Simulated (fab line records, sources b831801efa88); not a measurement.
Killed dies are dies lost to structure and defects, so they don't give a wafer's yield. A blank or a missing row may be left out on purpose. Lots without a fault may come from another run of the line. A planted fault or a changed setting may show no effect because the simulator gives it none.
A struck lot beside a sound one | flow gf180mcu | 18 steps out of a route of 602
Sound: wafers L209.1, L209.4, L209.6. Struck: wafer L218.1. (L218.3 of the same lot was not struck and is left out.) The cause comes at the end.
At each step with rows: each side's tool, then ch and its chambers, then its first start. Under that, the readings that differ: sound wafers | struck wafers | difference of the means | sigmas: that difference in standard deviations of wafers without a fault.
alike: readings whose means differ by less than 2 such deviations, and words and numbers that are the same on both sides. not compared: withheld readings, readings that some wafer has no value for, bounds like >300 that may hide the same value, and numbers for which the record gives no deviation and whose values overlap.
The two part at a step that has a row with sigmas, a row that says differs or no value, or rows on one side only. Numbers that don't overlap but have no deviation are shown without sigmas and don't part them. A reading that every wafer of one side lacks parts them only if that side has two wafers or more.

GF_CONTACT_STRIP_18: strips in O2/N2.
  sound on plasma_asher-02 ch 0,1, day 15 22:19; struck on plasma_asher-04 ch 1, day 19 05:33
  alike: drypump_motor_current_A, heater_power_w, o2_flow_sccm, oes_product_au
  not compared: rf_hours_counter_h
then, 3 steps without rows for these wafers: GF_CONTACT_CLEAN_19 (cleans in SPM); GF_CONTACT_CLEAN_20 (cleans in DIW); GF_CONTACT_CLEAN_21 (cleans in dHF, time 20 s).
GF_CONTACT_SPUTTER_22: material Ti, target thk 15 nm, time 80.02 s.
  sound on pvd_sputter-01, day 15 22:37; struck on pvd_sputter-02, day 19 05:51
  alike: throttle_valve_pct
GF_CONTACT_SPUTTER_23: material TiN, target thk 10 nm, time 40 s.
  sound on pvd_sputter-01, day 15 22:41; struck on pvd_sputter-02, day 19 05:55
  alike: throttle_valve_pct
then, 1 step without rows for these wafers: GF_CONTACT_CVD_24 (deposits W, target thk 300 nm, time 90.339 s).
GF_CONTACT_RS_MEAS_25: measures by four-point-probe.
  sound on film_metro-03, day 15 22:49; struck on film_metro-03, day 19 06:03
  alike: CONTACT_W_RS
GF_CONTACT_THK_MEAS_26: measures by xrf.
  sound on film_metro-03, day 15 22:56; struck on film_metro-03, day 19 06:10
  alike: CONTACT_W_THK
then, 2 steps without rows for these wafers: GF_CONTACT_CMP_27 (polishes, stops on SiO2, t overpolish 15 s, target thk 0 nm); GF_M1_SPUTTER_00 (material Ti, target thk 37.5 nm, time 150 s).
GF_M1_SPUTTER_01: material TiN, target thk 30 nm, time 25 s.
  sound on pvd_sputter-04, day 15 23:24; struck on pvd_sputter-04, day 19 06:38
  reading                | sound          | struck | difference | sigmas
  throttle_valve_pct (%) | 29.8 31.0 29.9 | 28.3   | -1.9       | -2
GF_M1_SPUTTER_02: material AlCu, target thk 450 nm, time 23.9 s.
  sound on pvd_sputter-04, day 15 23:26; struck on pvd_sputter-04, day 19 06:40
  reading                                 | sound             | struck | difference | sigmas
  throttle_valve_pct (%)                  | 29.9 31.0 29.8    | 28.5   | -1.7       | -2
  model.AlCu_of_M1_SPUTTER_02.thk_nm (nm) | 452.8 451.9 454.5 | 653.7  | +200.6     |
then, 1 step without rows for these wafers: GF_M1_SPUTTER_03 (material Ti, target thk 10 nm, time 6.7 s).
GF_M1_SPUTTER_04: material TiN, target thk 50 nm, time 41.7 s.
  sound on pvd_sputter-04, day 15 23:29; struck on pvd_sputter-04, day 19 06:43
  reading                | sound          | struck | difference | sigmas
  throttle_valve_pct (%) | 29.9 30.7 29.7 | 28.2   | -1.9       | -2
GF_M1_RS_MEAS_05: measures by four-point-probe.
  sound on film_metro-04, day 15 23:31; struck on film_metro-04, day 19 06:45
  reading             | sound                | struck | difference | sigmas
  M1_ALCU_RS (ohm/sq) | 0.0692 0.0692 0.0688 | 0.0477 | -0.0214    | -34
GF_M1_THK_MEAS_06: measures by xrf.
  sound on film_metro-04, day 15 23:38; struck on film_metro-04, day 19 06:52
  reading          | sound       | struck | difference | sigmas
  M1_ALCU_THK (nm) | 462 463 464 | 664    | +201       | +32
then, 1 step without rows for these wafers: GF_M1_DEHYDRATE_07 (time 60 s).

WHERE THEY PART
First at GF_M1_SPUTTER_01; last, within this record, at GF_M1_THK_MEAS_06.

WHY: what the simulator had put in
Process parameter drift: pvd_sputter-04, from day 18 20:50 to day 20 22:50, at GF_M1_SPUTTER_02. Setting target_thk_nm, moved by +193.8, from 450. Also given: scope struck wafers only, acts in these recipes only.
